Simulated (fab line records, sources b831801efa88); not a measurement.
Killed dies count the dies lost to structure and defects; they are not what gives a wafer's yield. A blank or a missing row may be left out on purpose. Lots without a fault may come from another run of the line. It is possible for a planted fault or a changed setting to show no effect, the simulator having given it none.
Chamber matching ; flow gf180mcu ; GF_V2_CMP_04 on cmp-02: 4 sister chambers
The step polishes SiO2. 4 wafers are shown with their chamber, then 7 later ones without.

## WAFERS, EACH WITH ITS CHAMBER
wafer;chamber;motor-current-A (A)
L535.1;2;12.4
L535.3;3;13.7
L536.1;1;10.1
L536.3;0;12.0

## WAFERS MISSING THEIR CHAMBER
wafer;motor-current-A (A)
L536.4;12.5
L537.2;10.9
L537.3;11.5
L537.6;13.5
L539.2;11.1
L539.4;10.7
L539.5;11.0

## THE CHAMBER EACH PASSED THROUGH
wafer;from the rows above;in truth
L536.4;can't be placed: 2 or 0 or 3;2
L537.2;can't be placed: 1 or 0 or 2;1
L537.3;can't be placed: 0 or 2 or 1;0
L537.6;can't be placed: 3 or 2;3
L539.2;can't be placed: 0 or 1 or 2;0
L539.4;can't be placed: 1 or 0 or 2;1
L539.5;can't be placed: 1 or 0 or 2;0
Correct placement for 0 of the 7. Not placeable from these rows: 7 (in 7, the candidates include the true chamber). Placed wrongly: 0.
How it was worked out, from the rows above alone: a wafer's distance from a chamber is the root of the sum, over the readings, of the square of ((its reading less the chamber's mean) divided by the reading's scatter). The wafer belongs to the nearest chamber; if the next one is less than 2 further off, it can't be placed. The mean given for a chamber averages the wafers shown for that chamber. The scatter (one wafer shown for each chamber): square how far every hidden wafer sits from the nearest shown wafer, average those squares and take the square root.
